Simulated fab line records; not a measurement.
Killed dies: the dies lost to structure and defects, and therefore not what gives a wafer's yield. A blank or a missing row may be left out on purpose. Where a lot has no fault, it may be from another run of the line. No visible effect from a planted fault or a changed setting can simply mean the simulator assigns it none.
Which tool did it? | flow sky130 | 11 lots with 33 wafers sampled at 3 steps, on a route of 708 steps

== WHAT THE GAUGES READ, wafer by wafer ==
SKY_LI_CONTACT_CD_MEAS_12: target cd 170 nm. Usual: 170.4 nm for cd-nm, sd 1.8.
lot  | measured     | on        | cd-nm (nm)        | flag
L475 | day 29 15:08 | cd-sem-02 | 168.0 167.3 168.4 |
L474 | day 29 18:42 | cd-sem-01 | 171.1 171.5 172.0 |
L481 | day 32 05:26 | cd-sem-02 | 168.6 170.7 170.3 |
L482 | day 33 03:07 | cd-sem-01 | 168.5 168.0 168.8 |
L484 | day 33 09:02 | cd-sem-02 | 172.0 172.8 172.6 |
L487 | day 34 08:09 | cd-sem-02 | 169.2 169.0 169.4 |
L489 | day 34 14:31 | cd-sem-01 | 169.0 169.9 169.3 |
L490 | day 34 20:49 | cd-sem-01 | 173.8 174.0 174.1 |
L492 | day 35 04:43 | cd-sem-01 | 170.9 168.7 169.3 |
L493 | day 35 09:01 | cd-sem-02 | 170.7 172.2 172.6 |
L497 | day 36 10:31 | cd-sem-02 | 173.6 173.6 172.5 |

SKY_METAL1_CD_MEAS_15: target cd 140 nm. Usual: 140.1 nm for cd-nm, sd 1.6.
lot  | measured     | on        | cd-nm (nm)        | flag
L475 | day 33 08:05 | cd-sem-01 | 138.7 139.8 138.8 |
L474 | day 33 12:33 | cd-sem-01 | 142.8 141.0 142.5 |
L481 | day 35 19:42 | cd-sem-02 | 139.7 139.8 138.9 |
L482 | day 36 14:28 | cd-sem-02 | 141.0 140.3 141.4 |
L484 | day 36 22:12 | cd-sem-02 | 139.8 141.5 141.2 |
L487 | day 37 20:16 | cd-sem-02 | 139.8 139.2 139.6 |
L489 | day 38 01:58 | cd-sem-02 | 138.1 137.8 139.0 |
L490 | day 38 08:10 | cd-sem-02 | 142.1 141.3 141.6 |
L492 | day 38 14:53 | cd-sem-01 | 139.0 138.7 138.7 |
L493 | day 38 20:43 | cd-sem-02 | 137.6 139.2 138.8 |
L497 | day 39 20:02 | cd-sem-02 | 142.4 141.6 141.9 |

== WHICH TOOL RAN EACH LOT (tool, then ch and the chambers of the sampled wafers, then the start) ==
lot  | SKY_POLY_CUT_ETCH_11
L475 | rie-diel-04 ch 0,1, day 24 17:59
L474 | rie-diel-04 ch 0,1,2, day 24 22:00
L481 | rie-diel-04 ch 0,2, day 27 09:52
L482 | rie-diel-02 ch 1,3, day 28 10:12
L484 | rie-diel-02 ch 0,3, day 28 13:29
L487 | rie-diel-04 ch 0,3, day 29 15:18
L489 | rie-diel-03 ch 0,1,3, day 29 21:46
L490 | rie-diel-03 ch 0,2,3, day 30 04:19
L492 | rie-diel-04 ch 1,3, day 30 16:12
L493 | rie-diel-03 ch 0,1, day 30 18:58
L497 | rie-diel-03 ch 0,1,2, day 31 20:21
- SKY_POLY_CUT_ETCH_11: etches Si3N4 in CF4/CH2F2/Ar, stops on poly-Si, time 42.5 s, target depth 60 nm.

== WHAT THE TOOLS THEMSELVES READ (means of the sampled wafers that have a number; where no wafer has one, the mark that the record gives instead) ==
SKY_POLY_CUT_ETCH_11. Usual: chamber-pressure-mTorr 40.00 mTorr, standard deviation 0.034; drypump-motor-current-A 5.6 A, standard deviation 0.33; oes-product-au 0.831 a.u., standard deviation 0.0062; throttle-valve-pct 14.994 %, standard deviation 0.0092.
lot  | tool        | chamber-pressure-mTorr (mTorr) | drypump-motor-current-A (A) | oes-product-au (a.u.) | throttle-valve-pct (%) | flag
L475 | rie-diel-04 | 39.96                          | 5.7                         | 0.831                 | 14.987                 |
L474 | rie-diel-04 | 39.98                          | 5.6                         | 0.837                 | 14.991                 |
L481 | rie-diel-04 | 40.02                          | 5.7                         | 0.831                 | 14.997                 |
L482 | rie-diel-02 | 40.01                          | 5.5                         | 0.827                 | 14.997                 |
L484 | rie-diel-02 | 39.98                          | 5.3                         | 0.837                 | 14.995                 |
L487 | rie-diel-04 | 40.01                          | 5.8                         | 0.830                 | 14.995                 |
L489 | rie-diel-03 | 40.00                          | 5.9                         | 0.827                 | 14.998                 |
L490 | rie-diel-03 | 40.01                          | 5.6                         | 0.835                 | 14.992                 |
L492 | rie-diel-04 | 39.97                          | 5.8                         | 0.826                 | 14.992                 |
L493 | rie-diel-03 | 39.99                          | 5.7                         | 0.828                 | 15.003                 |
L497 | rie-diel-03 | 39.98                          | 5.5                         | 0.832                 | 14.991                 |

== THE ANSWER, worked out from the rows above alone ==
Rule: a lot is off if the mean of its wafers that have a number lies more than 3 standard deviations from the usual mean. A lot without any number at a reading at which 4 lots or more have one is off too. Where the step has rows for the other lots, those lots are counted as sound. Order of review: gauges by route order, followed by the tools' own readings, for which a lot's mean as printed above is used. The first step at which some lot is off is used, and at that step the reading that is off furthest; a lot without a number counts as furthest.
Nothing can be told from this: no lot is off at any reading shown.

== WHAT HAD BEEN PUT IN BY THE SIMULATOR ==
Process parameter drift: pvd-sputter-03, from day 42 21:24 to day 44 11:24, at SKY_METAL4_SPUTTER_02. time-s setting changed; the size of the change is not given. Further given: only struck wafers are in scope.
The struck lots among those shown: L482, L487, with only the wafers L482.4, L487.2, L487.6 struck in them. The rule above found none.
